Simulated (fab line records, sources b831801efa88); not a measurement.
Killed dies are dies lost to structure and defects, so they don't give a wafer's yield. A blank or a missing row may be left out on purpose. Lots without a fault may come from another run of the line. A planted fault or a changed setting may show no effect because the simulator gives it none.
One fault seen from 2 desks | flow sky130 | each desk has only its own numbers; what lay behind them comes last

THE METROLOGY DESK
What the gauges read, lot by lot, whatever tool the lot ran on: means of the sampled wafers that have a number. A lot is out of limits, marked OUT, if its mean lies more than 4 standard deviations from the usual mean; the brackets give that distance.
Columns: A = METAL1_OVL at SKY_METAL1_OVL_MEAS_16, usual 0 nm; B = VIA1_BOW at SKY_VIA1_BOW_MEAS_03, usual 80 um; C = VIA3_HDPCVD_THK at SKY_VIA3_THK_MEAS_01, usual 1636 nm
lot  | first seen here | A   | B  | C
L994 | day 33 03:31    | 9   | 77 | 1664
L995 | day 33 18:37    | -3  | 80 | 1642
L996 | day 33 23:49    | 3   | 81 | 1615
L997 | day 34 05:25    | -3  | 92 | 1626
L998 | day 34 16:29    | -10 | 76 | 1633
L999 | day 35 01:43    | -2  | 86 | 1620
L103 | day 36 06:46    | -6  | 76 | 1624
L104 | day 36 15:34    | 1   | 75 | 1657
L106 | day 37 08:37    | -5  | 75 | 1625
L105 | day 37 11:19    | 2   | 88 | 1641
L108 | day 37 17:43    | 5   | 73 | 1671
L114 | day 39 20:01    | -1  | 85 | 1676
This desk's finding: nothing out of limits on any of the 12 lots.

THE TOOL OWNER'S DESK: hdpcvd-01
The tool's own readings at SKY_VIA3_HDPCVD_00 (deposits SiO2, target thk 1635 nm, time 272.5 s): means of the sampled wafers that have a number, for each lot that ran on this tool. A lot is out of limits, marked OUT, if its mean lies more than 4 standard deviations from the usual mean; the brackets give that distance.
Columns: A = run_length_s at SKY_VIA3_HDPCVD_00, usual 300.2 s
lot  | first seen here | A
L994 | day 38 20:46    | 300.3
L995 | day 39 09:43    | 300.1
L996 | day 39 16:30    | 300.0
L997 | day 39 22:05    | 300.3
L999 | day 40 18:17    | 300.6
L103 | day 41 21:13    | 300.1
L106 | day 42 20:16    | 300.0
L114 | day 45 00:58    | 303.4 (+7.5) OUT
This desk's finding: out of limits on L114; first on L114, day 45 00:58 (run_length_s at SKY_VIA3_HDPCVD_00). In limits: L994, L995, L996, L997, L999, L103, L106.

PUT TOGETHER
The tool owner's desk could have raised an alarm at day 45 00:58, on L114.
The metrology desk saw nothing out of limits.
The metrology desk has L114 on record, within its limits.
Of the lots named, all ran SKY_VIA3_HDPCVD_00 on hdpcvd-01.

WHAT THE SIMULATOR HAD PUT IN
Process parameter drift: hdpcvd-01, from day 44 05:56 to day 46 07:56, at SKY_VIA3_HDPCVD_00. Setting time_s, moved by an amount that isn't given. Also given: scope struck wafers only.
Lots struck among those shown: L114.
Hours from the fault's start to each desk's first reading out of limits: the tool owner's desk, 19.
